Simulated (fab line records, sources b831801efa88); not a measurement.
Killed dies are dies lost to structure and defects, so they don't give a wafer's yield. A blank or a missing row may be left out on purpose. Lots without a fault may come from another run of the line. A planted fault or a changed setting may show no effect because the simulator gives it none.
Which tool did it? | flow sky130 | 13 lots, 39 wafers sampled, at 4 steps of a route of 708

WHAT THE GAUGES READ, wafer by wafer
SKY_METAL2_THK_MEAS_06: measures by xrf.
lot  | measured     | on            | METAL2_ALCU_THK (nm)
L645 | day 33 14:58 | film_metro-04 | 254 255 254
L647 | day 34 13:22 | film_metro-01 | 255 252 255
L648 | day 35 12:20 | film_metro-01 | 256 259 261
L649 | day 35 16:13 | film_metro-02 | 255 257 257
L651 | day 36 10:52 | film_metro-04 | 256 254 252
L655 | day 37 20:56 | film_metro-01 | 259 253 254
L658 | day 38 04:54 | film_metro-02 | 261 261 253
L657 | day 38 06:22 | film_metro-01 | 251 247 248
L660 | day 38 22:44 | film_metro-01 | 255 254 256
L662 | day 39 09:55 | film_metro-04 | 256 255 254
L664 | day 40 05:16 | film_metro-04 | 249 248 251
L666 | day 40 13:58 | film_metro-01 | 255 257 258
L668 | day 41 00:12 | film_metro-04 | 254 254 253

SKY_VIA2_THK_MEAS_01.
lot  | measured     | on            | VIA2_HDPCVD_THK (nm)
L645 | day 34 19:02 | film_metro-01 | 1162 1150 1165
L647 | day 35 17:28 | film_metro-04 | 1180 1181 1186
L648 | day 36 15:21 | film_metro-01 | 1168 1165 1200
L649 | day 36 19:44 | film_metro-01 | 1187 1179 1186
L651 | day 37 12:59 | film_metro-04 | 1204 1175 1193
L655 | day 38 23:20 | film_metro-04 | 1187 1191 1182
L658 | day 39 07:22 | film_metro-04 | 1198 1210 1206
L657 | day 39 07:48 | film_metro-01 | 1188 1181 1196
L660 | day 40 00:53 | film_metro-03 | 1171 1187 1186
L662 | day 40 11:40 | film_metro-04 | 1173 1180 1184
L664 | day 41 06:28 | film_metro-03 | 1171 1193 1177
L666 | day 41 15:01 | film_metro-04 | 1181 1181 1183
L668 | day 42 02:10 | film_metro-01 | 1166 1176 1171

WHICH TOOL RAN EACH LOT (tool, then ch and the chambers of the sampled wafers, then the start)
lot  | SKY_METAL2_SPUTTER_03        | SKY_METAL2_COAT_10
L645 | pvd_sputter-04, day 33 14:47 | litho_track-04 ch 0, day 34 05:00
L647 | pvd_sputter-01, day 34 13:11 | litho_track-02 ch 0, day 35 03:00
L648 | pvd_sputter-03, day 35 12:08 | litho_track-01 ch 0, day 36 00:00
L649 | pvd_sputter-01, day 35 16:01 | litho_track-01 ch 0, day 36 05:00
L651 | pvd_sputter-03, day 36 10:40 | litho_track-01 ch 0, day 36 22:00
L655 | pvd_sputter-01, day 37 20:44 | litho_track-04 ch 0, day 38 08:00
L658 | pvd_sputter-03, day 38 04:43 | litho_track-02 ch 0, day 38 17:00
L657 | pvd_sputter-04, day 38 06:09 | litho_track-01 ch 0, day 38 18:00
L660 | pvd_sputter-04, day 38 22:32 | litho_track-02 ch 0, day 39 10:00
L662 | pvd_sputter-01, day 39 09:43 | litho_track-04 ch 0, day 39 22:00
L664 | pvd_sputter-04, day 40 05:04 | litho_track-01 ch 0, day 40 17:00
L666 | pvd_sputter-04, day 40 13:47 | litho_track-01 ch 0, day 41 02:00
L668 | pvd_sputter-04, day 41 00:00 | litho_track-01 ch 0, day 41 11:00
- SKY_METAL2_SPUTTER_03: material Ti, target thk 5 nm, time 3.3 s.
- SKY_METAL2_COAT_10: resist thk 450 nm.

WHAT THE TOOLS THEMSELVES READ (means of the sampled wafers that have a number; where no wafer has one, the mark that the record gives instead)
SKY_METAL2_SPUTTER_03.
lot  | tool           | cathode_dc_power_W (W) | chamber_pressure_pa (Pa) | throttle_valve_pct (%)
L645 | pvd_sputter-04 | 2999.8                 | 0.3997                   | 30.3
L647 | pvd_sputter-01 | 3000.4                 | 0.4008                   | 29.4
L648 | pvd_sputter-03 | 3000.3                 | 0.3985                   | 30.5
L649 | pvd_sputter-01 | 3000.1                 | 0.3994                   | 29.4
L651 | pvd_sputter-03 | 3000.3                 | 0.4002                   | 29.7
L655 | pvd_sputter-01 | 3000.5                 | 0.3997                   | 29.5
L658 | pvd_sputter-03 | 2999.8                 | 0.3998                   | 30.8
L657 | pvd_sputter-04 | 2999.8                 | 0.3999                   | 29.6
L660 | pvd_sputter-04 | 3000.2                 | 0.4000                   | 29.4
L662 | pvd_sputter-01 | 3000.2                 | 0.4001                   | 29.2
L664 | pvd_sputter-04 | 3000.5                 | 0.3990                   | 30.5
L666 | pvd_sputter-04 | 3000.4                 | 0.4009                   | 29.4
L668 | pvd_sputter-04 | 3000.0                 | 0.3995                   | 30.3

SKY_METAL2_COAT_10.
lot  | tool           | spin_speed_rpm (rpm)
L645 | litho_track-04 | 2996.7
L647 | litho_track-02 | 3001.0
L648 | litho_track-01 | 3000.3
L649 | litho_track-01 | 3000.9
L651 | litho_track-01 | 2999.7
L655 | litho_track-04 | 3001.8
L658 | litho_track-02 | 2940.3
L657 | litho_track-01 | 3000.3
L660 | litho_track-02 | 2939.6
L662 | litho_track-04 | 3002.5
L664 | litho_track-01 | 2998.7
L666 | litho_track-01 | 3001.1
L668 | litho_track-01 | 3000.7

THE ANSWER, worked out from the rows above alone
Rule: what is usual is taken from the lots themselves. Put in order of their means at a reading, lots are off if they are a third of the lots or fewer, leave a main group of 4 or more, and stand apart from it by a gap of 3 or more times the standard deviation of the main group's means; of several such gaps the widest counts. A main group whose means are all the same, to the digits that the tables above print for the reading, isn't used. A lot without any number at a reading at which 4 lots or more have one is off too. The other lots that the step has rows for count as sound. The gauges are gone through in route order, then the tools' own readings, and for those a lot's mean is taken as printed above. The first step at which some lot is off is used, and at that step the reading that is off furthest; a lot without a number counts as furthest.
Off: L658, L660, at SKY_METAL2_COAT_10 (spin_speed_rpm). The main group: mean 3000.3 rpm, standard deviation 1.5.
A tool fits if, at that step or a process step before it, it ran every lot that is off, and no sound lot after the first of them. One fits: litho_track-02 at SKY_METAL2_COAT_10. Its last sound lot is L647 (day 35 03:00), its first lot that is off L658 (day 38 17:00): a fault that began between those two fits.
The tool's own readings at SKY_METAL2_COAT_10 bear it out: on the lots that are off they differ by more than 5 times the standard deviation of the sound lots' means. spin_speed_rpm reads 2939.9 rpm there against 3000.3 rpm on the sound lots.

WHAT THE SIMULATOR HAD PUT IN
Process parameter drift: litho_track-02, from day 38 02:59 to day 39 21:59, at SKY_METAL2_COAT_10. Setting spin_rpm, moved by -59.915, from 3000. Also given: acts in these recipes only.
Lots struck among those shown: L658, L660. The rule above found the same.
